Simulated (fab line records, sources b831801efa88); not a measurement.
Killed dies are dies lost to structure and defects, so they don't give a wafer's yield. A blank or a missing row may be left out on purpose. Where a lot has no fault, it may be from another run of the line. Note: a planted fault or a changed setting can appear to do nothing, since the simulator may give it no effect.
Struck lot and sound lot, side by side :: flow sky130 :: 32 steps out of a route of 708
Sound: wafers L352.2, L352.3, L352.5. Struck: wafer L359.2; the same lot's L359.4 was not struck, so it is left out; see the end for the cause.
At each step with rows: each side's tool, then ch and its chambers, then its first start. Under that, the readings that differ: sound wafers :: struck wafers :: difference of the means :: sigmas: that difference in standard deviations of wafers without a fault.
alike: words and numbers the same on both sides, and readings whose means are apart by under 2 such deviations; not compared: readings that were withheld, readings missing a value for some wafer, numbers with overlapping values and no deviation given by the record, and bounds like >300 which may hide the same value.
The two part at a step that has a row with sigmas, a row that says differs or no value, or rows on one side only. Non-overlapping numbers with no deviation appear without sigmas and do not part them. A reading missing from all wafers of one side parts the sides only when that side holds two or more wafers.

SKY_VIA1_ETCH_15: etches SiO2 in C4F8/O2/Ar, stops on TiN, target depth 351 nm, time 54 s.
  sound on rie diel-03 ch 0,3, day 35 12:24; struck on rie diel-01 ch 1, day 37 03:08
  alike: oes product au
  not compared: rf hours counter h
SKY_VIA1_STRIP_16: strips in O2/N2.
  sound on plasma asher-02 ch 0,1, day 35 12:27; struck on plasma asher-02 ch 1, day 37 03:10
  alike: drypump motor current A, o2 flow sccm, oes product au, strip time to endpoint s
  not compared: rf hours counter h
then, 3 steps without rows for these wafers: SKY_VIA1_STRIP_17 (strips in post etch residue remover, time 1200 s); SKY_VIA1_CLEAN_18 (cleans in IPA, time 180 s); SKY_VIA1_CLEAN_19 (cleans in O3/DIW).
SKY_VIA1_SPUTTER_20: material TiN, target thk 20 nm, time 80 s.
  sound: pvd sputter-03 at day 35 13:05; struck: pvd sputter-02 at day 37 04:10
  alike: throttle valve pct
SKY_VIA1_CVD_21: deposits W, target thk 270 nm, time 80.902 s.
  sound on cvd w-02 ch 0,1, day 35 13:09; struck on cvd w-01 ch 1, day 37 04:14
  alike: heater power w, susceptor temp C
SKY_VIA1_RS_MEAS_22: measurement is done with a four-point probe.
  sound: film metro-03 at day 35 13:16; struck: film metro-02 at day 37 04:20
  alike: VIA1_W_RS
SKY_VIA1_THK_MEAS_23: measures by xrf.
  sound: film metro-03 at day 35 13:22; struck: film metro-02 at day 37 04:27
  alike: VIA1_W_THK
then, 3 steps without rows for these wafers: SKY_VIA1_CMP_24 (polishes, stops on SiO2, t overpolish 15 s, target thk 0 nm); SKY_METAL2_SPUTTER_00 (material Ti, target thk 15 nm, time 10 s); SKY_METAL2_SPUTTER_01 (material TiN, target thk 20 nm, time 16.7 s).
SKY_METAL2_SPUTTER_02: material AlCu, target thk 250 nm, time 13.3 s.
  sound: pvd sputter-02 at day 35 13:49; struck: pvd sputter-01 at day 37 04:51
reading: model.AlCu_of_METAL2_SPUTTER_02.thk nm (nm)
sound: 248.9 248.8 248.2
struck: 206.1
difference: -42.5
sigmas: 
  alike: throttle valve pct
then, 2 steps without rows for these wafers: SKY_METAL2_SPUTTER_03 (material Ti, target thk 5 nm, time 3.3 s); SKY_METAL2_SPUTTER_04 (material TiN, target thk 70 nm, time 58.3 s).
SKY_METAL2_RS_MEAS_05: measurement is done with a four-point probe.
  sound: film metro-03 at day 35 13:56; struck: film metro-01 at day 37 04:58
reading: METAL2_ALCU_RS (ohm/sq)
sound: 0.1271 0.1273 0.1274
struck: 0.1548
difference: +0.0275
sigmas: +25
SKY_METAL2_THK_MEAS_06: measures by xrf.
  sound: film metro-03 at day 35 14:02; struck: film metro-01 at day 37 05:04
reading: METAL2_ALCU_THK (nm)
sound: 249.8 249.4 249.8
struck: 209.0
difference: -40.7
sigmas: -18
then, 8 steps without rows for these wafers: SKY_METAL2_DEHYDRATE_07 (time 60 s); SKY_METAL2_HMDS_08 (prime time 60 s); SKY_METAL2_COAT_09 (resist thk 60 nm); SKY_METAL2_COAT_10 (resist thk 450 nm); SKY_METAL2_SOFTBAKE_11 (time 90 s); SKY_METAL2_EXPOSE_12 (exposes mask MM2, target cd 140 nm); SKY_METAL2_PEB_13; SKY_METAL2_DEVELOP_14 (develop time 60 s).
SKY_METAL2_CD_MEAS_15 targets a cd of 140 nm.
  sound: cd sem-01 at day 36 16:16; struck: cd sem-01 at day 38 06:31
  alike: cd nm
SKY_METAL2_OVL_MEAS_16:
  sound: overlay-01 at day 36 16:22; struck: overlay-01 at day 38 06:37
  alike: METAL2_OVL
then, 1 step without rows for these wafers: SKY_METAL2_DESCUM_17 (chemistry O2, time 8 s).
SKY_METAL2_ETCH_18: etches BARC in N2/H2, stops on SiO2, time 45.9 s, target depth 60 nm.
  sound on rie metal-03 ch 0,1, day 36 16:26; struck on rie metal-03 ch 1, day 38 06:41
  alike: drypump motor current A, oes product au, throttle valve pct
  not compared: rf hours counter h
SKY_METAL2_METAL_ETCH_19: etches the open film in Cl2/BCl3, stops on SiO2, target depth 360 nm, time 78 s.
  sound on rie metal-03 ch 0,1, day 36 16:29; struck on rie metal-03 ch 1, day 38 06:44
reading: oes product au (a.u.)
sound: 0.850 0.855 0.848
struck: 0.817
difference: -0.034
sigmas: -6

reading: throttle valve pct (%)
sound: 22.260 22.266 22.244
struck: 22.277
difference: +0.020
sigmas: +2
  alike: drypump motor current A, mfc cl2 sccm
  not compared: rf hours counter h
then, 1 step without rows for these wafers: SKY_METAL2_STRIP_20 (strips in O2/N2).
-- the record jumps here: 10 days lie between the struck wafers' starts before and after (it left off in module METAL2 and takes up again in module PAD_OPEN, whose first step shown is number 708 of the route) --
SKY_PAD_OPEN_PROBE_99:
  sound: prober-02 at day 46 23:51; struck: prober-02 at day 48 04:34
reading: killed at other
sound: 0 1 1
struck: 2
difference: +1
sigmas: +3

reading: model.etest.met2.line ohm um
sound: 0.9323 0.904 0.9017
struck: 1.109
difference: +0.196
sigmas: 

reading: model.etest.met2.rs ohm sq
sound: 0.1298 0.1298 0.1288
struck: 0.1567
difference: +0.0272
sigmas: 
  alike: defect limited yield, killed_at_M0_to_M3, killed_at_M4_up, killed at contacts, killed at front end, killed dies, killed open, killed short, sort_bin_3_pad_short, sort_bin_5_function, sort_bin_6_memory, sort n pass, sort yield pct

WHERE THEY PART
At SKY_METAL2_RS_MEAS_05 first; at SKY_PAD_OPEN_PROBE_99 last (within this record only).

WHY: the cause the simulator had injected
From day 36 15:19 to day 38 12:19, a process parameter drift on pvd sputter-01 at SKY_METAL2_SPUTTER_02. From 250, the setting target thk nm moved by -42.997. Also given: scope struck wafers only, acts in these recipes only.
